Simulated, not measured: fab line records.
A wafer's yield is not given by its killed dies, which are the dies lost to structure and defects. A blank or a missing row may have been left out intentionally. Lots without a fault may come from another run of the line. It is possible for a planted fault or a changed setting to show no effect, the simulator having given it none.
Which tool was responsible? ; flow sfq line ; 42 wafers sampled from 14 lots at 1 step of a route of 325

== WHAT EACH GAUGE READ, for each wafer ==
No reading from a measuring or inspecting step in the record can be judged against a usual standard deviation.

== TOOL THAT RAN EACH LOT (tool first, then ch and the chambers of the sampled wafers, then the start) ==
lot;SFQ_TRILAYER_I4_VIA_LITHO_COAT_108
L590;litho track-01 ch 0, day 28 21:16
L591;litho track-04 ch 0, day 34 10:16
L595;litho track-04 ch 0, day 35 11:14
L596;litho track-03 ch 0, day 36 03:37
L597;litho track-01 ch 0, day 37 01:29
L598;litho track-04 ch 0, day 37 08:53
L600;litho track-03 ch 0, day 38 10:26
L601;litho track-03 ch 0, day 39 06:58
L602;litho track-01 ch 0, day 39 12:58
L603;litho track-01 ch 0, day 39 21:55
L606;litho track-01 ch 0, day 46 05:50
L608;litho track-04 ch 0, day 46 22:05
L610;litho track-04 ch 0, day 47 17:41
L611;litho track-04 ch 0, day 47 22:44
- SFQ_TRILAYER_I4_VIA_LITHO_COAT_108: resist thk 62 nm.

== WHAT THE TOOLS THEMSELVES READ (means of the sampled wafers that have a number; where no wafer has one, the mark that the record gives instead) ==
SFQ_TRILAYER_I4_VIA_LITHO_COAT_108. Usual: spin speed rpm reads 2999.9 rpm (standard deviation 2).
lot;tool;spin speed rpm (rpm);flag
L590;litho track-01;3000.7;
L591;litho track-04;3001.6;
L595;litho track-04;3000.8;
L596;litho track-03;3000.6;
L597;litho track-01;2999.7;
L598;litho track-04;3003.1;
L600;litho track-03;2999.9;
L601;litho track-03;3001.4;
L602;litho track-01;2996.7;
L603;litho track-01;2999.3;
L606;litho track-01;2996.4;
L608;litho track-04;3000.9;
L610;litho track-04;2907.8;OFF
L611;litho track-04;2911.7;OFF

== THE ANSWER, worked out from the rows above alone ==
Rule: lot off if the mean of its wafers having a number is beyond 3 standard deviations from the usual mean. Also off: a lot with no number at a reading for which 4 or more lots have one. Any other lot the step has rows for is counted as sound. Order of review: gauges by route order, followed by the tools' own readings, for which a lot's mean as printed above is used. The first step at which some lot is off is used, and at that step the reading that is off furthest; a lot without a number counts as furthest.
Off: L610, L611 (SFQ_TRILAYER_I4_VIA_LITHO_COAT_108, spin speed rpm).
If a tool, at that step or one of the process steps before it, ran each lot that is off and ran no sound lot following the first of them, it fits. One fits: litho track-04 at SFQ_TRILAYER_I4_VIA_LITHO_COAT_108. Its last sound lot is L608 (day 46 22:05), its first lot that is off L610 (day 47 17:41): a fault that began between those two fits.
On the lots that are off, the tool's own readings at SFQ_TRILAYER_I4_VIA_LITHO_COAT_108 differ by more than 5 times the standard deviation of the sound lots' means, which bears it out; spin speed rpm reads 2909.8 rpm there versus 3000.1 rpm on the sound lots.

== WHAT THE SIMULATOR PUT IN ==
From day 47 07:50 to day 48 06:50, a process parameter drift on litho track-04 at SFQ_TRILAYER_I4_VIA_LITHO_COAT_108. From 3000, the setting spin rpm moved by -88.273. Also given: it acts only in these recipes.
Struck lots among those shown: L610, L611. This agrees with what the rule above found.
